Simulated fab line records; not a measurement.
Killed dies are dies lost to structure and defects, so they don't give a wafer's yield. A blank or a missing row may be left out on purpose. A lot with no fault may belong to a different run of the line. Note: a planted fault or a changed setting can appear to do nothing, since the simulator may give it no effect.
Chamber matching :: flow gf180mcu :: 4 sister chambers for GF_V2_ETCH_16 on rie_diel-02
The step etches BARC in N2/H2. 4 wafers are shown with their chamber, then 10 later ones without.

== WAFERS, EACH WITH ITS CHAMBER ==
wafer: L089.5
chamber: 3
drypump_motor_current_A (A): 5.9

wafer: L089.6
chamber: 2
drypump_motor_current_A (A): 5.8

wafer: L091.1
chamber: 1
drypump_motor_current_A (A): 5.6

wafer: L091.2
chamber: 0
drypump_motor_current_A (A): 5.0

== WAFERS WITH NO CHAMBER GIVEN ==
wafer: L091.6
drypump_motor_current_A (A): 5.9

wafer: L093.3
drypump_motor_current_A (A): 5.9

wafer: L093.4
drypump_motor_current_A (A): 5.0

wafer: L093.5
drypump_motor_current_A (A): 5.9

wafer: L096.2
drypump_motor_current_A (A): 5.5

wafer: L096.3
drypump_motor_current_A (A): 5.9

wafer: L096.5
drypump_motor_current_A (A): 5.0

wafer: L097.2
drypump_motor_current_A (A): 5.9

wafer: L097.3
drypump_motor_current_A (A): 5.5

wafer: L097.5
drypump_motor_current_A (A): 5.0

== CHAMBER TAKEN BY EACH ==
wafer: L091.6
from the rows above: 3
in truth: 3

wafer: L093.3
from the rows above: 3
in truth: 3

wafer: L093.4
from the rows above: 0
in truth: 0

wafer: L093.5
from the rows above: 3
in truth: 3

wafer: L096.2
from the rows above: 1
in truth: 1

wafer: L096.3
from the rows above: 3
in truth: 3

wafer: L096.5
from the rows above: 0
in truth: 0

wafer: L097.2
from the rows above: 3
in truth: 3

wafer: L097.3
from the rows above: 1
in truth: 1

wafer: L097.5
from the rows above: 0
in truth: 0
10 of 10 placed correctly. Number that these rows cannot place: 0. Number placed wrongly: 0.
How it was worked out, from the rows above alone: a wafer's distance from a chamber is the root of the sum, over the readings, of the square of ((its reading less the chamber's mean) divided by the reading's scatter). If the next closest chamber is less than 2 further off than the closest, the wafer can't be placed; otherwise it belongs to the closest. For every chamber, the mean is computed from those of its wafers that are shown. The scatter (one wafer shown for each chamber): square how far every hidden wafer sits from the nearest shown wafer, average those squares and take the square root.
